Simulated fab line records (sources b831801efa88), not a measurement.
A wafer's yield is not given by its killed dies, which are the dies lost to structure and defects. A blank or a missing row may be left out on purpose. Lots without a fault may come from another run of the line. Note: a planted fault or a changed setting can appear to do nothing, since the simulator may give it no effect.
What tool caused it? || flow sky130 || 14 lots, 42 wafers sampled, at 5 steps of a route of 708

WHAT THE GAUGES READ, wafer by wafer
SKY_FIELD_ISO_THK_MEAS_02. Usual: for FIELD_ISO_OXIDATION_00_THK the level is 12.11 nm and the standard deviation is 0.23.
{"lot": "L867", "measured": "day 1 13:22", "on": "filmMetro-04", "FIELD_ISO_OXIDATION_00_THK (nm)": "12.12 12.14 12.30", "flag": ""}
{"lot": "L868", "measured": "day 1 16:46", "on": "filmMetro-04", "FIELD_ISO_OXIDATION_00_THK (nm)": "12.16 12.03 12.04", "flag": ""}
{"lot": "L869", "measured": "day 1 23:40", "on": "filmMetro-02", "FIELD_ISO_OXIDATION_00_THK (nm)": "12.36 12.25 12.30", "flag": ""}
{"lot": "L870", "measured": "day 2 02:38", "on": "filmMetro-04", "FIELD_ISO_OXIDATION_00_THK (nm)": "12.02 12.38 12.15", "flag": ""}
{"lot": "L871", "measured": "day 2 07:59", "on": "filmMetro-04", "FIELD_ISO_OXIDATION_00_THK (nm)": "11.90 12.10 11.81", "flag": ""}
{"lot": "L873", "measured": "day 2 17:39", "on": "filmMetro-03", "FIELD_ISO_OXIDATION_00_THK (nm)": "11.92 12.20 12.12", "flag": ""}
{"lot": "L875", "measured": "day 3 04:46", "on": "filmMetro-04", "FIELD_ISO_OXIDATION_00_THK (nm)": "12.18 11.81 12.03", "flag": ""}
{"lot": "L876", "measured": "day 3 09:16", "on": "filmMetro-02", "FIELD_ISO_OXIDATION_00_THK (nm)": "12.11 12.11 12.03", "flag": ""}
{"lot": "L878", "measured": "day 3 20:26", "on": "filmMetro-03", "FIELD_ISO_OXIDATION_00_THK (nm)": "12.11 12.24 12.18", "flag": ""}
{"lot": "L882", "measured": "day 4 14:40", "on": "filmMetro-04", "FIELD_ISO_OXIDATION_00_THK (nm)": "12.15 12.07 12.02", "flag": ""}
{"lot": "L886", "measured": "day 5 13:44", "on": "filmMetro-03", "FIELD_ISO_OXIDATION_00_THK (nm)": "12.65 12.77 12.56", "flag": ""}
{"lot": "L888", "measured": "day 5 20:58", "on": "filmMetro-04", "FIELD_ISO_OXIDATION_00_THK (nm)": "12.29 12.20 12.19", "flag": ""}
{"lot": "L889", "measured": "day 6 01:56", "on": "filmMetro-03", "FIELD_ISO_OXIDATION_00_THK (nm)": "12.15 11.96 12.13", "flag": ""}
{"lot": "L890", "measured": "day 6 07:16", "on": "filmMetro-04", "FIELD_ISO_OXIDATION_00_THK (nm)": "12.01 12.06 12.26", "flag": ""}

SKY_NWELL_OVL_MEAS_10. Usual: for NWELL_00_OVL the level is 0.1 nm and the standard deviation is 1.5.
{"lot": "L867", "measured": "day 4 13:39", "on": "overlay-01", "NWELL_00_OVL (nm)": "-0.6 -1.1 0.7", "flag": ""}
{"lot": "L868", "measured": "day 4 14:01", "on": "overlay-02", "NWELL_00_OVL (nm)": "-1.3 -1.3 -0.9", "flag": ""}
{"lot": "L869", "measured": "day 5 02:15", "on": "overlay-02", "NWELL_00_OVL (nm)": "0.8 -0.1 0.8", "flag": ""}
{"lot": "L870", "measured": "day 5 04:30", "on": "overlay-02", "NWELL_00_OVL (nm)": "-2.5 -0.9 -1.3", "flag": ""}
{"lot": "L871", "measured": "day 5 15:17", "on": "overlay-01", "NWELL_00_OVL (nm)": "1.4 2.0 1.5", "flag": ""}
{"lot": "L873", "measured": "day 6 03:13", "on": "overlay-01", "NWELL_00_OVL (nm)": "-0.4 1.0 -0.9", "flag": ""}
{"lot": "L875", "measured": "day 6 12:24", "on": "overlay-02", "NWELL_00_OVL (nm)": "2.3 2.5 1.9", "flag": ""}
{"lot": "L876", "measured": "day 6 14:35", "on": "overlay-02", "NWELL_00_OVL (nm)": "-2.0 -0.8 -2.3", "flag": ""}
{"lot": "L878", "measured": "day 7 07:46", "on": "overlay-01", "NWELL_00_OVL (nm)": "-1.0 -0.1 -0.3", "flag": ""}
{"lot": "L882", "measured": "day 8 07:25", "on": "overlay-02", "NWELL_00_OVL (nm)": "- - -", "flag": "OFF"}
{"lot": "L886", "measured": "day 9 06:37", "on": "overlay-01", "NWELL_00_OVL (nm)": "- - -", "flag": "OFF"}
{"lot": "L888", "measured": "day 9 15:29", "on": "overlay-01", "NWELL_00_OVL (nm)": "1.4 1.1 1.7", "flag": ""}
{"lot": "L889", "measured": "day 9 20:20", "on": "overlay-02", "NWELL_00_OVL (nm)": "0.1 -1.0 -0.2", "flag": ""}
{"lot": "L890", "measured": "day 10 06:07", "on": "overlay-01", "NWELL_00_OVL (nm)": "1.0 0.6 1.8", "flag": ""}

SKY_SONOS_ONO_CD_MEAS_13: the cd target is 410 nm. Usual: 410.0 nm for cdNm, sd 2.3.
{"lot": "L867", "measured": "day 12 17:43", "on": "cdSem-01", "cdNm (nm)": "407.9 412.6 410.0", "flag": ""}
{"lot": "L868", "measured": "day 12 17:31", "on": "cdSem-01", "cdNm (nm)": "413.6 414.0 410.9", "flag": ""}
{"lot": "L869", "measured": "day 13 10:46", "on": "cdSem-01", "cdNm (nm)": "405.4 408.0 407.0", "flag": ""}
{"lot": "L870", "measured": "day 13 16:10", "on": "cdSem-01", "cdNm (nm)": "406.6 405.0 408.1", "flag": ""}
{"lot": "L871", "measured": "day 14 04:50", "on": "cdSem-02", "cdNm (nm)": "408.3 407.8 408.3", "flag": ""}
{"lot": "L873", "measured": "day 15 00:05", "on": "cdSem-01", "cdNm (nm)": "406.4 406.7 405.9", "flag": ""}
{"lot": "L875", "measured": "day 15 10:52", "on": "cdSem-02", "cdNm (nm)": "409.3 408.5 409.2", "flag": ""}
{"lot": "L876", "measured": "day 15 15:11", "on": "cdSem-02", "cdNm (nm)": "412.8 412.3 413.0", "flag": ""}
{"lot": "L878", "measured": "day 16 15:55", "on": "cdSem-01", "cdNm (nm)": "410.7 412.1 409.3", "flag": ""}
{"lot": "L882", "measured": "day 17 22:20", "on": "cdSem-01", "cdNm (nm)": "409.3 411.7 408.6", "flag": ""}
{"lot": "L886", "measured": "day 19 10:17", "on": "cdSem-02", "cdNm (nm)": "409.1 408.0 409.3", "flag": ""}
{"lot": "L888", "measured": "day 19 21:01", "on": "cdSem-02", "cdNm (nm)": "408.6 413.5 408.9", "flag": ""}
{"lot": "L889", "measured": "day 20 04:56", "on": "cdSem-02", "cdNm (nm)": "409.8 411.2 411.3", "flag": ""}
{"lot": "L890", "measured": "day 20 19:56", "on": "cdSem-02", "cdNm (nm)": "412.0 414.4 414.2", "flag": ""}

SKY_POLY_GATE_THK_MEAS_01. Usual: for POLY_GATE_CVD_00_THK the level is 178.9 nm and the standard deviation is 1.4.
{"lot": "L867", "measured": "day 14 02:16", "on": "filmMetro-01", "POLY_GATE_CVD_00_THK (nm)": "179.3 180.9 179.8", "flag": ""}
{"lot": "L868", "measured": "day 14 00:46", "on": "filmMetro-04", "POLY_GATE_CVD_00_THK (nm)": "177.0 179.0 177.2", "flag": ""}
{"lot": "L869", "measured": "day 14 18:29", "on": "filmMetro-04", "POLY_GATE_CVD_00_THK (nm)": "177.7 180.2 179.6", "flag": ""}
{"lot": "L870", "measured": "day 15 00:16", "on": "filmMetro-04", "POLY_GATE_CVD_00_THK (nm)": "181.1 181.7 182.3", "flag": ""}
{"lot": "L871", "measured": "day 15 14:25", "on": "filmMetro-02", "POLY_GATE_CVD_00_THK (nm)": "179.2 179.9 179.9", "flag": ""}
{"lot": "L873", "measured": "day 16 09:48", "on": "filmMetro-01", "POLY_GATE_CVD_00_THK (nm)": "179.8 178.4 179.2", "flag": ""}
{"lot": "L875", "measured": "day 16 22:44", "on": "filmMetro-01", "POLY_GATE_CVD_00_THK (nm)": "178.5 178.0 177.1", "flag": ""}
{"lot": "L876", "measured": "day 17 04:04", "on": "filmMetro-01", "POLY_GATE_CVD_00_THK (nm)": "176.5 177.0 177.4", "flag": ""}
{"lot": "L878", "measured": "day 18 12:47", "on": "filmMetro-02", "POLY_GATE_CVD_00_THK (nm)": "177.4 177.9 179.0", "flag": ""}
{"lot": "L882", "measured": "day 19 14:15", "on": "filmMetro-04", "POLY_GATE_CVD_00_THK (nm)": "178.1 177.9 177.0", "flag": ""}
{"lot": "L886", "measured": "day 21 00:41", "on": "filmMetro-04", "POLY_GATE_CVD_00_THK (nm)": "178.4 179.1 179.6", "flag": ""}
{"lot": "L888", "measured": "day 21 09:38", "on": "filmMetro-04", "POLY_GATE_CVD_00_THK (nm)": "177.6 178.4 178.3", "flag": ""}
{"lot": "L889", "measured": "day 21 16:38", "on": "filmMetro-04", "POLY_GATE_CVD_00_THK (nm)": "175.5 178.5 177.6", "flag": ""}
{"lot": "L890", "measured": "day 22 07:08", "on": "filmMetro-02", "POLY_GATE_CVD_00_THK (nm)": "179.9 179.9 180.7", "flag": ""}

WHAT TOOL EACH LOT RAN ON (gives the tool, then ch and the chambers of the sampled wafers, and finally the start)
{"lot": "L867", "SKY_NWELL_DEVELOP_09": "lithoTrack-01 ch 0, day 4 13:00"}
{"lot": "L868", "SKY_NWELL_DEVELOP_09": "lithoTrack-01 ch 0, day 4 13:00"}
{"lot": "L869", "SKY_NWELL_DEVELOP_09": "lithoTrack-01 ch 0, day 5 02:00"}
{"lot": "L870", "SKY_NWELL_DEVELOP_09": "lithoTrack-01 ch 0, day 5 04:00"}
{"lot": "L871", "SKY_NWELL_DEVELOP_09": "lithoTrack-04 ch 0, day 5 15:00"}
{"lot": "L873", "SKY_NWELL_DEVELOP_09": "lithoTrack-01 ch 0, day 6 03:00"}
{"lot": "L875", "SKY_NWELL_DEVELOP_09": "lithoTrack-01 ch 0, day 6 12:00"}
{"lot": "L876", "SKY_NWELL_DEVELOP_09": "lithoTrack-04 ch 0, day 6 14:00"}
{"lot": "L878", "SKY_NWELL_DEVELOP_09": "lithoTrack-01 ch 0, day 7 07:00"}
{"lot": "L882", "SKY_NWELL_DEVELOP_09": "lithoTrack-01 ch 0, day 8 07:00"}
{"lot": "L886", "SKY_NWELL_DEVELOP_09": "lithoTrack-01 ch 0, day 9 06:00"}
{"lot": "L888", "SKY_NWELL_DEVELOP_09": "lithoTrack-04 ch 0, day 9 15:00"}
{"lot": "L889", "SKY_NWELL_DEVELOP_09": "lithoTrack-02 ch 0, day 9 20:00"}
{"lot": "L890", "SKY_NWELL_DEVELOP_09": "lithoTrack-02 ch 0, day 10 05:00"}
- SKY_NWELL_DEVELOP_09: develop time 60 s.

WHAT THE TOOLS THEMSELVES READ (means of the sampled wafers that have a number; where no wafer has one, the mark that the record gives instead)
The record holds no such reading with a usual standard deviation.

THE ANSWER, worked out from the rows above alone
Rule: a lot is off if the mean of its wafers that have a number lies more than 3 standard deviations from the usual mean. Also off: a lot with no number at a reading for which 4 or more lots have one. All remaining lots with rows at the step are treated as sound. The gauges are gone through in route order, then the tools' own readings, and for those a lot's mean is taken as printed above. The first step at which some lot is off is used, and at that step the reading that is off furthest; a lot without a number counts as furthest.
Off: L882, L886, seen at SKY_NWELL_OVL_MEAS_10 (NWELL_00_OVL). Without a number there: L882, L886.
A tool fits if, at a process step before that reading, it ran every lot that is off, and no sound lot after the first of them. The gauges at SKY_NWELL_OVL_MEAS_10 are tried like those tools. One candidate fits, namely lithoTrack-01 at SKY_NWELL_DEVELOP_09. Its last sound lot is L878 (day 7 07:00), its first lot that is off L882 (day 8 07:00): a fault that began between those two fits.

WHAT THE SIMULATOR PUT IN
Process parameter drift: lithoTrack-01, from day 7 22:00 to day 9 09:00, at SKY_NWELL_DEVELOP_09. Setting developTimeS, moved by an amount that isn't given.
Struck lots among those shown: L882, L886. The same result came from the rule above.
